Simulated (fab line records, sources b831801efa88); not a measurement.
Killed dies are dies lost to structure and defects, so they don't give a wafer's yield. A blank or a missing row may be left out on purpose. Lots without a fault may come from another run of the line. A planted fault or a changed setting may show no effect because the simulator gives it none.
Chamber matching | flow sky130 | SKY_VIA3_ETCH_15 on rie_diel-01: 4 sister chambers
The step etches SiO2 in C4F8/O2/Ar, stops on TiN, target depth 507 nm, time 78 s. 8 wafers are shown with their chamber, then 7 later ones without.

WAFERS WITH THEIR CHAMBER
wafer  | chamber | oes_product_au (a.u.)
L933.6 | 3       | 0.943
L935.2 | 2       | 0.945
L936.1 | 1       | 0.944
L937.1 | 0       | 0.951
L937.3 | 1       | 0.938
L937.6 | 0       | 0.945
L948.1 | 2       | 0.942
L948.2 | 3       | 0.943

WAFERS WITHOUT THEIR CHAMBER
wafer  | oes_product_au (a.u.)
L948.5 | 0.936
L951.2 | 0.946
L951.4 | 0.939
L951.6 | 0.954
L955.1 | 0.949
L955.5 | 0.946
L955.6 | 0.948

WHICH CHAMBER EACH WENT THROUGH
wafer  | from the rows above               | in truth
L948.5 | can't be placed: 1 or 3 or 2      | 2
L951.2 | can't be placed: 0 or 2 or 3 or 1 | 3
L951.4 | can't be placed: 1 or 3 or 2      | 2
L951.6 | can't be placed: 0 or 2 or 3      | 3
L955.1 | can't be placed: 0 or 2 or 3      | 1
L955.5 | can't be placed: 0 or 2 or 3 or 1 | 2
L955.6 | can't be placed: 0 or 2 or 3      | 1
Placed correctly: 0 of 7. Can't be placed from these rows: 7 (the true chamber is among the candidates in 5). Placed wrongly: 0.
How it was worked out, from the rows above alone: a wafer's distance from a chamber is the root of the sum, over the readings, of the square of ((its reading less the chamber's mean) divided by the reading's scatter). The wafer belongs to the nearest chamber; if the next one is less than 2 further off, it can't be placed. A chamber's mean is the mean of its shown wafers. The scatter: the root of (the sum of the squares of (reading less its chamber's mean) over the shown wafers, divided by (wafers less chambers)).
